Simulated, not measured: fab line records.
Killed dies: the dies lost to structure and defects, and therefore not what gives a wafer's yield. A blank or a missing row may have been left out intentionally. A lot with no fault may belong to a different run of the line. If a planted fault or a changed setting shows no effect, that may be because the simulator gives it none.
Comparing a struck lot with a sound one	flow sky130	17 out of 708 route steps
Sound: these wafers, L915.4, L915.5, L915.6. Struck: wafer L920.1 (left out: L920.3, L920.6 of the same lot, which were not struck); the cause appears at the end.
Each step with rows lists, per side, the tool, then ch with its chambers, then its first start. Under that, the readings that differ: sound wafers	struck wafers	difference of the means	sigmas: that difference in standard deviations of wafers without a fault.
alike: words and numbers the same on both sides, and readings whose means are apart by under 2 such deviations; not compared: readings that were withheld, readings missing a value for some wafer, numbers with overlapping values and no deviation given by the record, and bounds like >300 which may hide the same value.
The two part at a step that has a row with sigmas, a row that says differs or no value, or rows on one side only. When numbers do not overlap yet have no deviation, they are printed without sigmas and do not part them. Lack of a reading on every wafer of one side parts them only where that side has two or more wafers.

SKY_FIELD_ISO_THK_MEAS_02:
  sound on film metro-03, day 2 17:44; struck on film metro-01, day 3 21:13
  alike: FIELD_ISO_OXIDATION_00_THK
then, 1 step without rows for these wafers: SKY_FIELD_ISO_CVD_03 (deposits Si3N4 from DCS/NH3, target thk 165 nm, time 2830 s).
SKY_FIELD_ISO_THK_MEAS_04:
  sound on film metro-01, day 2 19:35; struck on film metro-02, day 4 00:40
  alike: FIELD_ISO_CVD_03_THK
then, 8 steps without rows for these wafers: SKY_FIELD_ISO_DEHYDRATE_05 (time 60 s); SKY_FIELD_ISO_HMDS_06 (prime time 60 s); SKY_FIELD_ISO_COAT_07 (resist thk 60 nm); SKY_FIELD_ISO_COAT_08 (resist thk 450 nm); SKY_FIELD_ISO_SOFTBAKE_09 (time 90 s); SKY_FIELD_ISO_EXPOSE_10 (exposes mask FOM, target cd 150 nm); SKY_FIELD_ISO_PEB_11; SKY_FIELD_ISO_DEVELOP_12 (develop time 60 s).
SKY_FIELD_ISO_CD_MEAS_13 targets a cd of 150 nm.
  sound on cd sem-02, day 3 11:07; struck on cd sem-02, day 4 16:49
  alike: cd nm
SKY_FIELD_ISO_ETCH_14: etches BARC in N2/H2, stops on SiO2, time 45.9 s, target depth 60 nm.
  sound on rie diel-04 ch 0,3, day 3 11:11; struck on rie diel-04 ch 2, day 4 16:56
reading	sound	struck	difference	sigmas
oes product au (a.u.)	0.850 0.855 0.857	0.988	+0.134	+27
run length s (s)	74.2 73.9 73.8	45.7	-28.3	-60
model.etch.depth nm (nm)	60.01 60.01 60.01	30.19	-29.82	
model.KrF-thick_of_FIELD_ISO_COAT_08.thk nm (nm)	393.6 391.7 390.9	418.4	+26.3	
model.FIELD_ISO.cd nm (nm)	148.8 147.4 147.4	154.8	+6.9	
  alike: drypump motor current A, h2 flow sccm, throttle valve pct
  not compared: rf fwd power W, rf hours counter h
SKY_FIELD_ISO_ETCH_15: etches the open film in CHF3/O2, stops on Si, target depth 180 nm, time 72 s.
  sound on rie diel-04 ch 0,3, day 3 11:14; struck on rie diel-04 ch 2, day 4 16:59
reading	sound	struck	difference	sigmas
oes product au (a.u.)	0.951 0.945 0.946	0.378	-0.569	-78
rf fwd power W (W)	596.8 597.5 595.8	591.8	-4.9	-2
throttle valve pct (%)	8.836 8.842 8.857	8.670	-0.175	-20
model.KrF-thick_of_FIELD_ISO_COAT_08.thk nm (nm)	236.7 235.5 234.9	264.1	+28.4	
  alike: drypump motor current A, run length s
  not compared: rf hours counter h
SKY_FIELD_ISO_STRIP_16: strips in O2/N2.
  sound on plasma asher-04 ch 0,1, day 3 11:19; struck on plasma asher-04 ch 0, day 4 17:02
reading	sound	struck	difference	sigmas
oes product au (a.u.)	0.381 0.375 0.374	0.398	+0.021	+4
rf hours counter h (h)	- - -	30	no value on the sound wafers	
strip time to endpoint s (s)	3.537 3.540 3.518	3.848	+0.316	+13
  alike: drypump motor current A
SKY_FIELD_ISO_ETCH_17: etches Si in HBr/Cl2/O2, target depth 342 nm, time 97.7 s.
  sound on rie si-01 ch 1,2,3, day 3 11:23; struck on rie si-01 ch 2, day 4 17:08
reading	sound	struck	difference	sigmas
model.FIELD_ISO.cd nm (nm)	150 149.2 147.5	154.4	+5.5	
  alike: drypump motor current A, oes product au, rf fwd power W, run length s, throttle valve pct
  not compared: rf hours counter h
then, 1 step without rows for these wafers: SKY_FIELD_ISO_WET_ETCH_18 (etches Si3N4 in H3PO4, target depth 25 nm, time 286 s).

WHERE THEY PART
Last at SKY_FIELD_ISO_STRIP_16 as far as this record goes, first at SKY_FIELD_ISO_ETCH_14. Later steps at which nothing parts them and some readings are alike: SKY_FIELD_ISO_ETCH_17.

WHY: what had been put in by the simulator
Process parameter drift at SKY_FIELD_ISO_ETCH_14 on rie diel-04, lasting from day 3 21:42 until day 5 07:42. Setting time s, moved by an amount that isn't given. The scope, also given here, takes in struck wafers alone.
